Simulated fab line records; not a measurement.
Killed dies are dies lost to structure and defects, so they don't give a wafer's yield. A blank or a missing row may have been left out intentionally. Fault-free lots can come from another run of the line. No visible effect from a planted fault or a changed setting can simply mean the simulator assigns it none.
A struck lot beside a sound one + flow sky130 + 16 steps out of a route of 708
Sound: these wafers, L326.1, L326.3, L326.5. The struck wafers were L338.2, L338.3, L338.6. The cause is given at the end.
Per side, at each step with rows, come the tool, then ch with its chambers, and then its first start. Under that, the readings that differ: sound wafers + struck wafers + difference of the means + sigmas: that difference in standard deviations of wafers without a fault.
alike: words and numbers the same on both sides, and readings whose means are apart by under 2 such deviations; not compared: readings that were withheld, readings missing a value for some wafer, numbers with overlapping values and no deviation given by the record, and bounds like >300 which may hide the same value.
A row with sigmas, a row that says differs or no value, or rows on one side alone: a step with any of these is where the two part. When numbers do not overlap yet have no deviation, they are printed without sigmas and do not part them. A reading that every wafer of one side lacks parts them only if that side has two wafers or more.

SKY_VT_ADJUST_LVTN_OVL_MEAS_07:
  sound on overlay-01, day 8 20:25; struck on overlay-01, day 12 05:04
  alike: VT_ADJUST_LVTN_OVL
following that, these wafers have no rows for 1 step: SKY_VT_ADJUST_LVTN_IMPLANT_08.
SKY_VT_ADJUST_LVTN_STRIP_09: strips in O2/N2.
  sound on plasma-asher-02 ch 0, day 8 20:37; struck on plasma-asher-02 ch 0,1, day 12 05:15
  alike: drypump-motor-current-A, oes-product-au, strip-time-to-endpoint-s
  not compared: rf-hours-counter-h
SKY_VT_ADJUST_LVTN_TW_MEAS_10:
  sound on film-metro-02, day 8 20:43; struck on film-metro-01, day 12 05:22
| reading           | sound             | struck            | difference | sigmas |
|-------------------|-------------------|-------------------|------------|--------|
| VT_ADJUST_LVTN_TW | 241.8 242.2 243.3 | 237.8 238.5 238.2 | -4.3       | -2     |
then, 7 steps without rows for these wafers: SKY_VT_ADJUST_LVTN_DEHYDRATE_11 (time 60 s); SKY_VT_ADJUST_LVTN_HMDS_12 (prime time 60 s); SKY_VT_ADJUST_LVTN_COAT_13 (resist thk 1140 nm); SKY_VT_ADJUST_LVTN_SOFTBAKE_14 (time 60 s); SKY_VT_ADJUST_LVTN_EXPOSE_15 (exposes mask HVN STD DERIVED, target cd 600 nm); SKY_VT_ADJUST_LVTN_PEB_16; SKY_VT_ADJUST_LVTN_DEVELOP_17 (develop time 60 s).
SKY_VT_ADJUST_LVTN_OVL_MEAS_18:
  sound on overlay-01, day 9 17:28; struck on overlay-02, day 13 06:04
  alike: VT_ADJUST_LVTN_01_OVL
SKY_VT_ADJUST_LVTN_IMPLANT_19:
  sound on implanter-04 ch 0, day 9 17:30; struck on implanter-01 ch 0, day 13 06:07
| reading            | sound                         | struck                       | difference | sigmas      |
|--------------------|-------------------------------|------------------------------|------------|-------------|
| dose-ions-cm2      | 6.497e+11 6.504e+11 6.502e+11 | 3.363e+11 3.36e+11 3.358e+11 | -3.141e+11 | -99 or more |
| faraday-current-uA | 3.73 3.75 3.70                | 1.94 1.86 1.85               | -1.84      | -25         |
  alike: end-station-pressure-torr
SKY_VT_ADJUST_LVTN_STRIP_20: strips in O2/N2.
  sound on plasma-asher-04 ch 0, day 9 17:39; struck on plasma-asher-02 ch 0,1, day 13 06:15
  alike: drypump-motor-current-A, oes-product-au, strip-time-to-endpoint-s
  not compared: rf-hours-counter-h
SKY_VT_ADJUST_LVTN_TW_MEAS_21:
  sound on film-metro-01, day 9 17:45; struck on film-metro-04, day 13 06:35
| reading             | sound             | struck            | difference | sigmas |
|---------------------|-------------------|-------------------|------------|--------|
| VT_ADJUST_LVTN_2_TW | 187.5 186.7 185.4 | 156.4 155.9 155.3 | -30.7      | -20    |
  not compared: hold
-- here the record skips 37 days between the struck wafers' starts before and after, leaving off in module VT_ADJUST_LVTN and picking up in module PAD_OPEN (first step shown: number 708 of the route) --
SKY_PAD_OPEN_PROBE_99:
  sound on prober-01, day 47 11:00; struck on prober-01, day 50 12:47
| reading                                    | sound                | struck               | difference | sigmas |
|--------------------------------------------|----------------------|----------------------|------------|--------|
| model.etest.res-pwell-under-gate.rs-ohm-sq | 2283 2279 2296       | 2338 2352 2344       | +59        |        |
| model.etest.tip_n_5v.rs-ohm-sq             | 1376 1391 1397       | 1366 1367 1362       | -23        |        |
| model.etest.nfet-g5v0d10v5.body-rise-v (V) | 0.6663 0.6686 0.6745 | 0.608 0.6007 0.6119  | -0.063     |        |
| model.etest.nfet_16v.body-rise-v (V)       | 0.6629 0.6672 0.6705 | 0.6066 0.5983 0.6103 | -0.0618    |        |
| model.etest.nfet-g5v0d10v5.vt-sat-v (V)    | 0.7635 0.7628 0.7774 | 0.7154 0.7129 0.7157 | -0.0532    |        |
| model.etest.nfet-g5v0d10v5.vt-v (V)        | 0.8214 0.8211 0.8385 | 0.7799 0.7784 0.7824 | -0.0468    |        |
| model.etest.nfet_16v.vt-v (V)              | 0.7596 0.7701 0.7838 | 0.7249 0.7232 0.7305 | -0.0450    |        |
| model.etest.nfet-g5v0d10v5.vt-long-v (V)   | 0.8035 0.8135 0.831  | 0.7706 0.7653 0.7746 | -0.0458    |        |
  alike: killed_at_M0_to_M3, killed_at_M4_up, killed-at-contacts, killed-at-front-end, killed-at-other, killed-dies, killed-on-rim, killed-open, killed-short

== WHERE THEY PART ==
First at SKY_VT_ADJUST_LVTN_TW_MEAS_10; last, within this record, at SKY_VT_ADJUST_LVTN_TW_MEAS_21. Later steps at which nothing parts them and some readings are alike: SKY_PAD_OPEN_PROBE_99.

WHY: the cause the simulator had injected
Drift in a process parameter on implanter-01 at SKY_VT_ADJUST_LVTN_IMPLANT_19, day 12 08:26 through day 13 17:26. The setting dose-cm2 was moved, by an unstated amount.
